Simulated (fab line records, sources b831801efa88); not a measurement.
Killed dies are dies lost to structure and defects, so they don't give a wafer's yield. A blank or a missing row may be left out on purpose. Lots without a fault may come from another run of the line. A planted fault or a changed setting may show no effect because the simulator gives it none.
Which tool did it? | flow sky130 | 13 lots, 39 wafers sampled, at 6 steps of a route of 708

WHAT THE GAUGES READ, wafer by wafer
SKY_VT_ADJUST_NCORE_TW_MEAS_11.
lot  | measured     | on            | VT_ADJUST_NCORE_TW
L603 | day 9 06:22  | film_metro-03 | 218.8 218.1 219.5
L604 | day 9 12:10  | film_metro-03 | 217.9 217.9 218.7
L606 | day 9 23:49  | film_metro-03 | 219.3 219.0 219.0
L607 | day 10 00:11 | film_metro-03 | 219.7 219.2 219.1
L608 | day 10 13:14 | film_metro-02 | 216.3 216.3 217.0
L609 | day 10 13:31 | film_metro-03 | 218.9 218.9 218.8
L610 | day 10 14:49 | film_metro-04 | 219.8 220.6 220.4
L611 | day 11 01:01 | film_metro-02 | 215.3 215.6 216.1
L617 | day 12 18:50 | film_metro-02 | 29.6 29.3 29.5
L619 | day 13 06:29 | film_metro-04 | 219.3 219.2 218.6
L623 | day 14 10:34 | film_metro-03 | 219.5 219.8 218.6
L625 | day 15 10:54 | film_metro-02 | 216.2 215.3 216.3
L626 | day 15 16:45 | film_metro-03 | 219.7 220.4 220.8

WHICH TOOL RAN EACH LOT (tool, then ch and the chambers of the sampled wafers, then the start)
lot  | SKY_PWDE_STRIP_09                   | SKY_NWELL_STRIP_14                   | SKY_NWELL_STRIP_25                   | SKY_VT_ADJUST_LVTN_STRIP_20          | SKY_VT_ADJUST_NCORE_STRIP_10
L603 | plasma_asher-03 ch 0,1, day 4 10:15 | plasma_asher-01 ch 0,1, day 5 03:26  | plasma_asher-04 ch 0,1, day 5 21:36  | plasma_asher-04 ch 0,1, day 8 08:35  | plasma_asher-03 ch 0,1, day 9 06:16
L604 | plasma_asher-02 ch 0,1, day 4 13:59 | plasma_asher-03 ch 0,1, day 5 08:13  | plasma_asher-04 ch 0,1, day 6 02:25  | plasma_asher-02 ch 0,1, day 8 14:43  | plasma_asher-03 ch 0,1, day 9 12:05
L606 | plasma_asher-02 ch 0,1, day 4 22:28 | plasma_asher-03 ch 0,1, day 5 16:53  | plasma_asher-01 ch 0,1, day 6 11:23  | plasma_asher-04 ch 0,1, day 9 01:32  | plasma_asher-02 ch 0,1, day 9 23:42
L607 | plasma_asher-03 ch 0,1, day 4 22:49 | plasma_asher-03 ch 0,1, day 5 17:14  | plasma_asher-01 ch 0,1, day 6 12:29  | plasma_asher-04 ch 0,1, day 9 02:23  | plasma_asher-02 ch 0,1, day 10 00:04
L608 | plasma_asher-03 ch 0,1, day 5 08:58 | plasma_asher-01 ch 0,1, day 6 04:13  | plasma_asher-03 ch 0,1, day 6 23:55  | plasma_asher-04 ch 0,1, day 9 14:24  | plasma_asher-02 ch 0,1, day 10 13:10
L609 | plasma_asher-02 ch 0,1, day 5 11:18 | plasma_asher-01 ch 0,1, day 6 06:20  | plasma_asher-01 ch 1, day 7 01:29    | plasma_asher-01 ch 0,1, day 9 14:44  | plasma_asher-04 ch 0,1, day 10 13:25
L610 | plasma_asher-02 ch 0,1, day 5 12:26 | plasma_asher-03 ch 0,1, day 6 07:11  | plasma_asher-01 ch 0,1, day 7 02:47  | plasma_asher-04 ch 0,1, day 9 16:29  | plasma_asher-04 ch 0,1, day 10 14:43
L611 | plasma_asher-03 ch 0,1, day 5 17:38 | plasma_asher-04 ch 0,1, day 6 13:26  | plasma_asher-04 ch 0,1, day 7 10:12  | plasma_asher-04 ch 0,1, day 10 01:43 | plasma_asher-03 ch 0,1, day 11 00:54
L617 | plasma_asher-02 ch 0,1, day 7 06:09 | plasma_asher-03 ch 0, day 8 01:17    | plasma_asher-03 ch 0,1, day 8 21:59  | plasma_asher-02 ch 0,1, day 11 18:56 | plasma_asher-03 ch 0,1, day 12 18:44
L619 | plasma_asher-02 ch 0,1, day 7 13:09 | plasma_asher-03 ch 0,1, day 8 09:57  | plasma_asher-01 ch 0,1, day 9 07:20  | plasma_asher-01 ch 0,1, day 12 05:08 | plasma_asher-03 ch 0,1, day 13 06:22
L623 | plasma_asher-02 ch 0,1, day 8 11:33 | plasma_asher-04 ch 0,1, day 9 09:36  | plasma_asher-04 ch 0,1, day 10 07:09 | plasma_asher-04 ch 0,1, day 13 08:05 | plasma_asher-04 ch 0,1, day 14 10:27
L625 | plasma_asher-04 ch 0,1, day 9 06:06 | plasma_asher-04 ch 0,1, day 10 04:16 | plasma_asher-03 ch 0,1, day 11 03:19 | plasma_asher-01 ch 0,1, day 14 07:37 | plasma_asher-03 ch 0,1, day 15 10:48
L626 | plasma_asher-03 ch 0,1, day 9 10:51 | plasma_asher-01 ch 0,1, day 10 10:00 | plasma_asher-03 ch 0,1, day 11 08:39 | plasma_asher-01 ch 0,1, day 14 13:07 | plasma_asher-02 ch 0,1, day 15 16:39
- SKY_PWDE_STRIP_09: strips in O2/N2.
- SKY_NWELL_STRIP_14: strips in O2/N2.
- SKY_NWELL_STRIP_25: strips in O2/N2.
- SKY_VT_ADJUST_LVTN_STRIP_20: strips in O2/N2.
- SKY_VT_ADJUST_NCORE_STRIP_10: strips in O2/N2.

WHAT THE TOOLS THEMSELVES READ (means of the sampled wafers that have a number; where no wafer has one, the mark that the record gives instead)
SKY_PWDE_STRIP_09.
lot  | tool            | drypump_motor_current_A (A) | oes_product_au (a.u.) | strip_time_to_endpoint_s (s)
L603 | plasma_asher-03 | 5.8                         | 0.721                 | 36.79
L604 | plasma_asher-02 | 5.6                         | 0.722                 | 36.84
L606 | plasma_asher-02 | 5.6                         | 0.720                 | 36.88
L607 | plasma_asher-03 | 5.9                         | 0.726                 | 36.97
L608 | plasma_asher-03 | 5.9                         | 0.725                 | 36.92
L609 | plasma_asher-02 | 5.6                         | 0.724                 | 36.84
L610 | plasma_asher-02 | 5.6                         | 0.722                 | 36.96
L611 | plasma_asher-03 | 5.8                         | 0.723                 | 37.03
L617 | plasma_asher-02 | 5.6                         | 0.720                 | 36.83
L619 | plasma_asher-02 | 5.6                         | 0.721                 | 36.80
L623 | plasma_asher-02 | 6.0                         | 0.724                 | 36.98
L625 | plasma_asher-04 | 5.5                         | 0.721                 | 36.95
L626 | plasma_asher-03 | 5.9                         | 0.721                 | 37.08

SKY_NWELL_STRIP_14.
lot  | tool            | drypump_motor_current_A (A) | oes_product_au (a.u.) | strip_time_to_endpoint_s (s)
L603 | plasma_asher-01 | 5.75                        | 0.723                 | 36.85
L604 | plasma_asher-03 | 5.86                        | 0.721                 | 36.81
L606 | plasma_asher-03 | 5.86                        | 0.722                 | 36.89
L607 | plasma_asher-03 | 5.78                        | 0.724                 | 36.81
L608 | plasma_asher-01 | 5.75                        | 0.722                 | 36.91
L609 | plasma_asher-01 | 5.74                        | 0.721                 | 37.00
L610 | plasma_asher-03 | 5.78                        | 0.721                 | 36.86
L611 | plasma_asher-04 | 5.42                        | 0.727                 | 36.78
L617 | plasma_asher-03 | 5.97                        | 0.727                 | 36.95
L619 | plasma_asher-03 | 5.86                        | 0.723                 | 36.89
L623 | plasma_asher-04 | 5.40                        | 0.723                 | 36.85
L625 | plasma_asher-04 | 5.42                        | 0.725                 | 36.84
L626 | plasma_asher-01 | 5.73                        | 0.728                 | 37.12

SKY_NWELL_STRIP_25.
lot  | tool            | drypump_motor_current_A (A) | oes_product_au (a.u.) | strip_time_to_endpoint_s (s)
L603 | plasma_asher-04 | 5.55                        | 0.720                 | 37.13
L604 | plasma_asher-04 | 5.54                        | 0.718                 | 37.05
L606 | plasma_asher-01 | 5.73                        | 0.726                 | 36.84
L607 | plasma_asher-01 | 5.75                        | 0.724                 | 36.89
L608 | plasma_asher-03 | 5.87                        | 0.722                 | 36.95
L609 | plasma_asher-01 | 5.73                        | 0.718                 | 36.76
L610 | plasma_asher-01 | 5.77                        | 0.723                 | 37.15
L611 | plasma_asher-04 | 5.54                        | 0.721                 | 36.93
L617 | plasma_asher-03 | 5.88                        | 0.723                 | 36.89
L619 | plasma_asher-01 | 5.73                        | 0.725                 | 36.93
L623 | plasma_asher-04 | 5.53                        | 0.716                 | 37.02
L625 | plasma_asher-03 | 5.79                        | 0.722                 | 36.90
L626 | plasma_asher-03 | 5.78                        | 0.725                 | 36.91

SKY_VT_ADJUST_LVTN_STRIP_20.
lot  | tool            | drypump_motor_current_A (A) | oes_product_au (a.u.) | strip_time_to_endpoint_s (s)
L603 | plasma_asher-04 | 5.5                         | 0.711                 | 14.24
L604 | plasma_asher-02 | 6.0                         | 0.715                 | 14.19
L606 | plasma_asher-04 | 5.5                         | 0.717                 | 14.26
L607 | plasma_asher-04 | 5.5                         | 0.724                 | 14.18
L608 | plasma_asher-04 | 5.6                         | 0.713                 | 14.14
L609 | plasma_asher-01 | 5.8                         | 0.715                 | 14.13
L610 | plasma_asher-04 | 5.5                         | 0.714                 | 14.11
L611 | plasma_asher-04 | 5.4                         | 0.716                 | 14.20
L617 | plasma_asher-02 | 6.0                         | 0.929                 | -
L619 | plasma_asher-01 | 5.7                         | 0.718                 | 14.17
L623 | plasma_asher-04 | 5.5                         | 0.714                 | 14.24
L625 | plasma_asher-01 | 5.7                         | 0.715                 | 14.24
L626 | plasma_asher-01 | 5.7                         | 0.716                 | 14.16

SKY_VT_ADJUST_NCORE_STRIP_10.
lot  | tool            | drypump_motor_current_A (A) | oes_product_au (a.u.) | strip_time_to_endpoint_s (s)
L603 | plasma_asher-03 | 5.8                         | 0.714                 | 14.17
L604 | plasma_asher-03 | 5.8                         | 0.719                 | 14.22
L606 | plasma_asher-02 | 6.0                         | 0.714                 | 14.16
L607 | plasma_asher-02 | 6.0                         | 0.716                 | 14.21
L608 | plasma_asher-02 | 5.6                         | 0.719                 | 14.14
L609 | plasma_asher-04 | 5.4                         | 0.711                 | 14.16
L610 | plasma_asher-04 | 5.4                         | 0.716                 | 14.18
L611 | plasma_asher-03 | 5.9                         | 0.712                 | 14.14
L617 | plasma_asher-03 | 5.9                         | 0.712                 | 21.08
L619 | plasma_asher-03 | 5.9                         | 0.716                 | 14.19
L623 | plasma_asher-04 | 5.6                         | 0.716                 | 14.16
L625 | plasma_asher-03 | 5.9                         | 0.712                 | 14.20
L626 | plasma_asher-02 | 5.6                         | 0.713                 | 14.19

THE ANSWER, worked out from the rows above alone
Rule: what is usual is taken from the lots themselves. Put in order of their means at a reading, lots are off if they are a third of the lots or fewer, leave a main group of 4 or more, and stand apart from it by a gap of 3 or more times the standard deviation of the main group's means; of several such gaps the widest counts. A main group whose means are all the same, to the digits that the tables above print for the reading, isn't used. A lot without any number at a reading at which 4 lots or more have one is off too. The other lots that the step has rows for count as sound. The gauges are gone through in route order, then the tools' own readings, and for those a lot's mean is taken as printed above. The first step at which some lot is off is used, and at that step the reading that is off furthest; a lot without a number counts as furthest.
Off: L617, at SKY_VT_ADJUST_NCORE_TW_MEAS_11 (VT_ADJUST_NCORE_TW). The main group: mean 218.4, standard deviation 1.5.
A tool fits if, at a process step before that reading, it ran every lot that is off, and no sound lot after the first of them. The gauges at SKY_VT_ADJUST_NCORE_TW_MEAS_11 aren't tried: what is off there is off at SKY_VT_ADJUST_LVTN_STRIP_20 too, on other tools, and a gauge's error can't cause that. One fits: plasma_asher-02 at SKY_VT_ADJUST_LVTN_STRIP_20. Its last sound lot is L604 (day 8 14:43), its first lot that is off L617 (day 11 18:56): a fault that began between those two fits.
The tool's own readings at SKY_VT_ADJUST_LVTN_STRIP_20 bear it out: on the lots that are off they differ by more than 5 times the standard deviation of the sound lots' means. oes_product_au reads 0.929 a.u. there against 0.716 a.u. on the sound lots.
Blank at SKY_VT_ADJUST_LVTN_STRIP_20 on the lots that are off, where sound lots have numbers: strip_time_to_endpoint_s.

WHAT THE SIMULATOR HAD PUT IN
Strip aborted: plasma_asher-02, from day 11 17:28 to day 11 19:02, at SKY_VT_ADJUST_LVTN_STRIP_20. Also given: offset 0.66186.
Lots struck among those shown: L617. The rule above found the same.
